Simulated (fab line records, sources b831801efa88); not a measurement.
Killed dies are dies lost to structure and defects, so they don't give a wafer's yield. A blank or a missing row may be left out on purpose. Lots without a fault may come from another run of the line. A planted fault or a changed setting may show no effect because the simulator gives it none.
fab line records | flow sky130
record lots=14 wafers=42 last_day=50
route steps=708 shown FIELD_ISO@1 NWELL@33 PAD_OPEN@708
lots that met no fault: from a run of the same line without faults
start_h: hours from the record's first day to the start of the lot's first wafer shown | wait_h: hours since the lot's step before | " the same as in the row above | L1.1+2: a row that stands for several wafers | - no value, or no start given | * or withheld: withheld | < > ~ a bound
route shown NAME@n: a module of which the file shows steps, and the number in the route of the first | usual: mean/standard deviation of fault-free wafers | same: alike in all rows | chamber/n: place in a boat | sites: the reading at each site | _std_site: their standard deviation | _edge_site: outer sites' mean less inner sites' | radius_mm: how far each site lies from the wafer's centre | mask NAME#n: copy n | behind: the tool/chamber that last shaped the wafer | hold: why the lot was held/for how many hours/how that ended | device: the transistor (n, p or np) that didn't switch | end of line: the same wafers' tests at the end of the route | a step without rows: its recipe alone | killed: dies lost to structure and defects at the first sort, not the wafer's yield | map: a wafer's dies, x killed, . not, _ none there
set.NAME: the setting as run; set.NAME@STEP: as run at that earlier step | model.NAME: the simulator's own value behind a step, which no gauge read
steps of the route over a sample of lots; a table a step, a row a wafer
services: from which hour (start_h, from the record's first day; less than 0 if before it) a tool's chamber was out of use, for how many hours, and why
## steps
# step SKY_FIELD_ISO_BOW_MEAS_00
# recipe mode=bow
# usual INCOMING_BOW=0/6.6
# columns lot.wafer tool chamber start_h wait_h INCOMING_BOW[um]
L236.1 film_metro-01 - 10.00 - -14
L236.4 " - " " 6
L236.5 " - " " -2
L237.2 film_metro-02 - 15.02 - 5
L237.3 " - " " 9
L237.6 " - " " 4
L238.1 film_metro-01 - 20.00 - -3
L238.2 " - " " -7
L238.3 " - " " -9
L240.2 film_metro-02 - 30.02 - -1
L240.3 " - " " -16
L240.5 " - " " 2
L243.3 film_metro-02 - 45.04 - 3
L243.4 " - " " -8
L243.6 " - " " -9
L248.1 film_metro-02 - 70.00 - 1
L248.3 " - " " 7
L248.5 " - " " 3
L249.2 film_metro-01 - 75.02 - -5
L249.3 " - " " 5
L249.4 " - " " 2
L250.2 film_metro-04 - 80.02 - 0
L250.5 " - " " -6
L250.6 " - " " -1
L253.1 film_metro-04 - 95.00 - -10
L253.3 " - " " 2
L253.6 " - " " -5
L254.1 film_metro-02 - 100.00 - 2
L254.2 " - " " -14
L254.6 " - " " -2
L256.4 film_metro-02 - 110.06 - 8
L256.5 " - " " 1
L256.6 " - " " -3
L257.1 film_metro-01 - 115.00 - 2
L257.3 " - " " -7
L257.4 " - " " -7
L258.4 film_metro-04 - 120.06 - 2
L258.5 " - " " -2
L258.6 " - " " 0
L259.1 film_metro-04 - 125.00 - -8
L259.3 " - " " -1
L259.6 " - " " -1
# step SKY_FIELD_ISO_THK_MEAS_02
# recipe reads=SiO2_of_FIELD_ISO_OXIDATION_01
# usual FIELD_ISO_OXIDATION_00_THK=11.88/0.19
# columns lot.wafer tool chamber start_h wait_h FIELD_ISO_OXIDATION_00_THK[nm]
L236.1 film_metro-01 - 12.96 0.0 11.70
L236.4 " - " " 11.87
L236.5 " - " " 11.91
L238.1 film_metro-01 - 22.67 0.0 11.97
L238.2 " - " " 11.79
L238.3 " - " " 11.95
L237.2 film_metro-02 - 22.68 0.0 11.68
L237.3 " - " " 11.58
L237.6 " - " " 11.52
L240.2 film_metro-01 - 37.41 0.0 11.70
L240.3 " - " " 11.63
L240.5 " - " " 11.71
L243.3 film_metro-01 - 47.64 0.0 12.00
L243.4 " - " " 11.83
L243.6 " - " " 11.76
L248.1 film_metro-01 - 71.63 0.0 11.83
L248.3 " - " " 11.70
L248.5 " - " " 11.73
L249.2 film_metro-04 - 77.07 0.0 12.02
L249.3 " - " " 11.69
L249.4 " - " " 11.89
L250.2 film_metro-01 - 81.64 0.0 11.95
L250.5 " - " " 11.95
L250.6 " - " " 11.91
L253.1 film_metro-04 - 97.73 0.0 12.27
L253.3 " - " " 12.34
L253.6 " - " " 12.45
L254.1 film_metro-01 - 101.89 0.0 11.91
L254.2 " - " " 11.94
L254.6 " - " " 11.97
L256.4 film_metro-02 - 112.11 0.0 11.82
L256.5 " - " " 11.91
L256.6 " - " " 11.87
L257.1 film_metro-04 - 117.74 0.0 12.19
L257.3 " - " " 12.25
L257.4 " - " " 12.00
L258.4 film_metro-01 - 122.02 0.0 11.69
L258.5 " - " " 11.76
L258.6 " - " " 11.90
L259.1 film_metro-01 - 126.78 0.0 11.77
L259.3 " - " " 11.92
L259.6 " - " " 11.63
# step SKY_NWELL_OXIDATION_01
# recipe temp_c=900 ambient=O2 stabilise_s=600 purge_s=300 target_thk_a=100 ox_time_s=1418
# same ox_time_s=1418
# columns lot.wafer tool chamber start_h wait_h
L236.1+4+5 furnace-01 0 44.72 2.1
L236.1+4+5 furnace-01 0 47.50 1.4
L237.2+3+6 furnace-01 0 46.11 0.5
L238.1+2+3 furnace-01 0 46.11 0.5
L240.2+3+5 furnace-02 0 62.54 0.6
L240.2+3+5 furnace-01 0 64.66 0.7
L243.3+4+6 furnace-02 0 72.66 0.9
L243.3+4+6 furnace-01 0 74.34 0.3
L248.1+3+5 furnace-02 0 98.98 2.1
L249.2+3+4 furnace-01 0 106.02 0.4
L250.2+5+6 furnace-01 0 109.04 0.0
L253.1+3+6 furnace-01 0 124.95 1.1
L254.1+2+6 furnace-01 0 129.37 0.6
L256.4+5+6 furnace-01 0 138.86 0.0
L257.1+3+4 furnace-02 0 145.25 1.8
L258.4+5+6 furnace-02 0 162.25 3.5
L259.1+3+6 furnace-02 0 162.25 1.9
# step SKY_NWELL_THK_MEAS_02
# recipe reads=SiO2_of_NWELL_OXIDATION_01
# usual NWELL_OXIDATION_THK=9.93/0.16
# columns lot.wafer tool chamber start_h wait_h NWELL_OXIDATION_THK[nm]
L238.1 film_metro-04 - 47.50 0.0 9.80
L238.2 " - " " 9.82
L238.3 " - " " 9.70
L237.2 film_metro-03 - 47.51 0.0 9.81
L237.3 " - " " 9.83
L237.6 " - " " 9.69
L236.1 film_metro-03 - 48.90 0.0 15.85
L236.4 " - " " 15.92
L236.5 " - " " 16.02
L240.2 film_metro-04 - 66.07 0.0 16.14
L240.3 " - " " 16.18
L240.5 " - " " 15.69
L243.3 film_metro-02 - 75.75 0.0 15.76
L243.4 " - " " 15.71
L243.6 " - " " 15.36
L248.1 film_metro-04 - 100.38 0.0 10.04
L248.3 " - " " 10.17
L248.5 " - " " 9.93
L249.2 film_metro-03 - 107.49 0.1 9.79
L249.3 " - " " 9.85
L249.4 " - " " 9.88
L250.2 film_metro-04 - 110.44 0.0 9.82
L250.5 " - " " 9.60
L250.6 " - " " 9.87
L253.1 film_metro-03 - 126.34 0.0 9.97
L253.3 " - " " 9.84
L253.6 " - " " 9.92
L254.1 film_metro-04 - 130.77 0.0 9.95
L254.2 " - " " 9.98
L254.6 " - " " 9.96
L256.4 film_metro-02 - 140.28 0.0 9.80
L256.5 " - " " 9.82
L256.6 " - " " 9.66
L257.1 film_metro-03 - 146.65 0.0 9.90
L257.3 " - " " 9.96
L257.4 " - " " 9.74
L258.4 film_metro-04 - 163.67 0.0 9.82
L258.5 " - " " 9.85
L258.6 " - " " 9.85
L259.1 film_metro-04 - 163.70 0.1 9.83
L259.3 " - " " 9.79
L259.6 " - " " 9.92
# step SKY_NWELL_TW_MEAS_15
# usual NWELL_TW=1830/22
# columns lot.wafer tool chamber start_h wait_h NWELL_TW
L236.1 film_metro-03 - 95.38 0.1 1828
L236.4 " - " " 1830
L236.5 " - " " 1834
L237.2 film_metro-02 - 96.82 0.1 1790
L237.3 " - " " 1791
L237.6 " - " " 1799
L238.1 film_metro-04 - 98.16 0.1 1839
L238.2 " - " " 1847
L238.3 " - " " 1844
L240.2 film_metro-02 - 115.62 0.1 1776
L240.3 " - " " 1789
L240.5 " - " " 1787
L243.3 film_metro-03 - 127.73 0.1 1830
L243.4 " - " " 1818
L243.6 " - " " 1820
L248.1 film_metro-03 - 157.96 0.1 1823
L248.3 " - " " 1828
L248.5 " - " " 1834
L249.2 film_metro-02 - 165.39 0.1 1794
L249.3 " - " " 1800
L249.4 " - " " 1797
L250.2 film_metro-03 - 168.97 0.1 1847
L250.5 " - " " 1840
L250.6 " - " " 1831
L253.1 film_metro-04 - 187.71 0.1 1861
L253.3 " - " " 1868
L253.6 " - " " 1858
L254.1 film_metro-03 - 190.31 0.1 1832
L254.2 " - " " 1840
L254.6 " - " " 1838
L256.4 film_metro-04 - 201.64 0.1 1834
L256.5 " - " " 1843
L256.6 " - " " 1833
L257.1 film_metro-02 - 209.26 0.1 1789
L257.3 " - " " 1805
L257.4 " - " " 1800
L258.4 film_metro-03 - 228.44 0.1 1850
L258.5 " - " " 1848
L258.6 " - " " 1840
L259.1 film_metro-03 - 229.06 0.1 1847
L259.3 " - " " 1832
L259.6 " - " " 1850
# step SKY_PAD_OPEN_PROBE_99
# usual killed_at_M0_to_M3=44/7.4 killed_at_M4_up=3.0/1.8 killed_at_contacts=24/5.1 killed_at_front_end=15/4.3 killed_at_other=0.3/0.54 killed_dies=86/9.9 killed_open=47/7.1 killed_short=38/6.7
# same gross_dies=492 killed_at_back_side=0
# columns lot.wafer tool chamber start_h wait_h killed_at_M0_to_M3 killed_at_M4_up killed_at_contacts killed_at_front_end killed_at_other killed_dies killed_open killed_short
L243.3 prober-02 - 1128.18 0.2 37 4 20 19 0 80 36 44
L243.4 prober-02 - 1128.23 0.2 32 6 23 12 0 73 36 37
L243.6 prober-02 - 1128.33 0.2 30 4 11 16 0 61 35 26
L248.1 prober-02 - 1155.73 0.1 37 2 30 16 0 85 48 37
L248.3 prober-02 - 1155.83 0.2 42 5 35 12 0 94 60 34
L248.5 prober-02 - 1155.93 0.2 39 2 27 17 0 85 46 39
L258.4 prober-02 - 1211.79 0.2 46 2 21 8 0 77 36 41
L258.5 prober-02 - 1211.84 0.2 50 0 24 22 0 96 54 42
L258.6 prober-02 - 1211.89 0.2 37 0 26 16 0 79 49 30
# killed by level:class
L243.3 FIELD_ISO:geometric_particle:short=10 CONTACT:geometric_particle:open=9 VIA1:geometric_particle:open=7 METAL1:geometric_particle:short=7 VIA2:geometric_particle:open=5 METAL2:geometric_particle:short=5 LOCAL_INTERCONNECT:geometric_particle:short=4 VIA1:geometric_particle:short=4
L243.4 CONTACT:geometric_particle:open=8 LI_CONTACT:geometric_particle:open=7 VIA1:geometric_particle:open=7 METAL4:geometric_particle:short=6 VIA3:geometric_particle:open=6 POLY_GATE:geometric_particle:short=5 VIA2:geometric_particle:open=5 LOCAL_INTERCONNECT:geometric_particle:short=4
L243.6 VIA1:geometric_particle:open=6 FIELD_ISO:geometric_particle:open=5 VIA2:geometric_particle:open=5 METAL3:geometric_particle:short=5 POLY_GATE:geometric_particle:open=4 LI_CONTACT:geometric_particle:open=4 CONTACT:geometric_particle:open=4 FIELD_ISO:geometric_particle:short=3
L248.1 CONTACT:geometric_particle:open=11 CONTACT:geometric_particle:short=8 VIA2:geometric_particle:open=8 LI_CONTACT:geometric_particle:open=7 POLY_GATE:geometric_particle:open=5 VIA1:geometric_particle:open=5 METAL2:geometric_particle:short=5 VIA3:geometric_particle:open=5
L248.3 CONTACT:geometric_particle:open=14 VIA2:geometric_particle:open=11 VIA1:geometric_particle:open=9 LI_CONTACT:geometric_particle:open=8 FIELD_ISO:geometric_particle:short=7 CONTACT:geometric_particle:short=7 VIA3:geometric_particle:open=5 LI_CONTACT:geometric_particle:short=4
L248.5 VIA1:geometric_particle:open=11 CONTACT:geometric_particle:open=8 LI_CONTACT:geometric_particle:open=7 CONTACT:geometric_particle:short=7 VIA2:geometric_particle:open=7 FIELD_ISO:geometric_particle:open=6 METAL3:geometric_particle:short=5 VIA2:geometric_particle:short=4
L258.4 VIA2:geometric_particle:open=12 METAL2:geometric_particle:short=7 CONTACT:geometric_particle:short=6 VIA1:geometric_particle:open=6 VIA3:geometric_particle:short=5 VIA3:geometric_particle:open=5 CONTACT:geometric_particle:open=4 VIA1:geometric_particle:short=4
L258.5 VIA2:geometric_particle:open=11 FIELD_ISO:geometric_particle:open=9 VIA3:geometric_particle:open=8 CONTACT:geometric_particle:short=7 CONTACT:geometric_particle:open=7 METAL1:geometric_particle:short=7 VIA1:geometric_particle:open=6 FIELD_ISO:geometric_particle:short=5
L258.6 CONTACT:geometric_particle:open=12 LI_CONTACT:geometric_particle:open=7 VIA1:geometric_particle:open=7 FIELD_ISO:geometric_particle:open=6 VIA2:geometric_particle:open=5 CONTACT:geometric_particle:short=4 METAL1:geometric_particle:short=4 METAL2:geometric_particle:short=4
## services
# columns tool chamber start_h hours kind
furnace-02 - 35.38 2.7 pm
furnace-01 - 95.33 2.8 pm
furnace-01 - 140.87 3.2 repair
furnace-01 - 144.05 12.6 pm
furnace-01 - 160.70 2.8 pm
## key
first_sign step=SKY_NWELL_OXIDATION_01 reading=visit direction=added
effect step=SKY_NWELL_THK_MEAS_02 reading=NWELL_OXIDATION_THK direction=up sigmas=37 usual=9.93 struck=15.85
met_at SKY_NWELL_OXIDATION_01
struck_lots L236,L240,L243
tester_left_out L236,L240,L243
not_acting_at SKY_FIELD_ISO_BOW_MEAS_00,SKY_FIELD_ISO_THK_MEAS_02,SKY_NWELL_TW_MEAS_15
fault kind=repeated_step_whole tool=furnace-01,furnace-02 chamber=- onset_h=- steps=SKY_NWELL_OXIDATION_01 times=1 scope=struck_lots_only
# tester_left_out: of these lots the tester's yield and bins aren't shown, on N5 and GAA mostly nor the transistor test; their killed dies are dies lost to structure and defects alone, not to doping, threshold or leakage, so they don't give the yield
